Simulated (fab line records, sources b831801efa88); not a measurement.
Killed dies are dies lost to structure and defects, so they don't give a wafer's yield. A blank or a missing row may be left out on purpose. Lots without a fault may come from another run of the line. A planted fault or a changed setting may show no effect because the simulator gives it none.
Which tool did it? | flow sky130 | 12 lots, 36 wafers sampled, at 2 steps of a route of 708

WHAT THE GAUGES READ, wafer by wafer
SKY_METAL4_CD_MEAS_13: target cd 300 nm. Usual: cd_nm 300.0 nm, standard deviation 1.3.
lot  | measured     | on        | cd_nm (nm)        | flag
L922 | day 41 21:03 | cd_sem-01 | 299.3 300.5 301.6 |
L923 | day 41 23:37 | cd_sem-02 | 300.5 300.8 300.3 |
L924 | day 42 10:52 | cd_sem-01 | 299.7 301.7 301.4 |
L925 | day 42 19:09 | cd_sem-02 | 300.7 300.5 300.2 |
L929 | day 44 15:13 | cd_sem-02 | 301.2 299.3 299.6 |
L933 | day 44 22:26 | cd_sem-02 | 301.5 300.7 300.6 |
L936 | day 45 16:13 | cd_sem-02 | 298.8 298.6 300.0 |
L935 | day 45 19:42 | cd_sem-02 | 299.7 297.2 297.2 |
L937 | day 46 00:34 | cd_sem-02 | 300.4 300.4 300.0 |
L939 | day 46 08:46 | cd_sem-01 | 299.7 299.6 298.5 |
L943 | day 47 09:12 | cd_sem-01 | 300.0 300.1 300.7 |
L945 | day 47 16:18 | cd_sem-02 | 302.2 301.3 301.1 |

WHICH TOOL RAN EACH LOT (tool, then ch and the chambers of the sampled wafers, then the start)
lot  | SKY_CONTACT_CVD_24
L922 | cvd_w-01 ch 0,1, day 31 17:44
L923 | cvd_w-02 ch 0,1, day 31 21:02
L924 | cvd_w-01 ch 0,1, day 32 04:53
L925 | cvd_w-01 ch 0,1, day 32 15:05
L929 | cvd_w-02 ch 0,1, day 34 16:19
L933 | cvd_w-02 ch 0,1, day 35 08:59
L936 | cvd_w-01 ch 0,1, day 36 00:08
L935 | cvd_w-02 ch 0,1, day 36 06:58
L937 | cvd_w-01 ch 0,1, day 36 14:58
L939 | cvd_w-01 ch 0,1, day 36 19:55
L943 | cvd_w-01 ch 0,1, day 38 02:38
L945 | cvd_w-02 ch 0,1, day 38 14:30
- SKY_CONTACT_CVD_24: deposits W, target thk 340 nm, time 102.12 s.

WHAT THE TOOLS THEMSELVES READ (means of the sampled wafers that have a number; where no wafer has one, the mark that the record gives instead)
SKY_CONTACT_CVD_24. Usual: heater_power_w 852 W, standard deviation 54.
lot  | tool     | heater_power_w (W) | flag
L922 | cvd_w-01 | 832                |
L923 | cvd_w-02 | 890                |
L924 | cvd_w-01 | 785                |
L925 | cvd_w-01 | 829                |
L929 | cvd_w-02 | 898                |
L933 | cvd_w-02 | 887                |
L936 | cvd_w-01 | 832                |
L935 | cvd_w-02 | 877                |
L937 | cvd_w-01 | 796                |
L939 | cvd_w-01 | 840                |
L943 | cvd_w-01 | 821                |
L945 | cvd_w-02 | 890                |

THE ANSWER, worked out from the rows above alone
Rule: a lot is off if the mean of its wafers that have a number lies more than 3 standard deviations from the usual mean. A lot without any number at a reading at which 4 lots or more have one is off too. The other lots that the step has rows for count as sound. The gauges are gone through in route order, then the tools' own readings, and for those a lot's mean is taken as printed above. The first step at which some lot is off is used, and at that step the reading that is off furthest; a lot without a number counts as furthest.
No lot is off at any reading shown: from this, nothing can be told.

WHAT THE SIMULATOR HAD PUT IN
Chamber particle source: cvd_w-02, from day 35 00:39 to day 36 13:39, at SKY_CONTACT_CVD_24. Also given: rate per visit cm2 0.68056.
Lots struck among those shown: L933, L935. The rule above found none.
